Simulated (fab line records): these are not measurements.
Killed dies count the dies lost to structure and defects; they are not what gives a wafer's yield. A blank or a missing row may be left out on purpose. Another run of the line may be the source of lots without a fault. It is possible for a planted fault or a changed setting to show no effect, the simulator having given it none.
Chamber matching    flow sky130    cmp-02 running SKY_VIA4_CMP_02: 4 sister chambers
The step polishes SiO2. 4 wafers are shown with their chamber, then 7 later ones without.

== WAFERS PAIRED WITH THEIR CHAMBERS ==
wafer   chamber  motor current A (A)
L193.3  3        10.9
L212.2  2        11.9
L212.6  0        12.8
L211.5  1        13.1

== WAFERS WHOSE CHAMBER IS MISSING ==
wafer   motor current A (A)
L211.6  12.2
L213.1  11.1
L213.2  13.7
L213.5  11.3
L214.2  12.3
L214.3  13.2
L214.5  11.2

== CHAMBER TAKEN BY EACH ==
wafer   from the rows above           in truth
L211.6  can't be placed: 2 or 0 or 1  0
L213.1  can't be placed: 3 or 2       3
L213.2  can't be placed: 1 or 0       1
L213.5  can't be placed: 3 or 2       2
L214.2  can't be placed: 2 or 0 or 1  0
L214.3  can't be placed: 1 or 0       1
L214.5  can't be placed: 3 or 2       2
Correctly placed: 0 of 7. From these rows, 7 cannot be placed; in 7 the true chamber is one of the candidates. Placed wrongly: 0.
How it was worked out, from the rows above alone: a wafer's distance from a chamber is the root of the sum, over the readings, of the square of ((its reading less the chamber's mean) divided by the reading's scatter). If the next closest chamber is less than 2 further off than the closest, the wafer can't be placed; otherwise it belongs to the closest. A chamber's mean is the mean of its shown wafers. The scatter: root of mean squared gap, hidden wafer to nearest shown wafer, with one shown wafer a chamber.
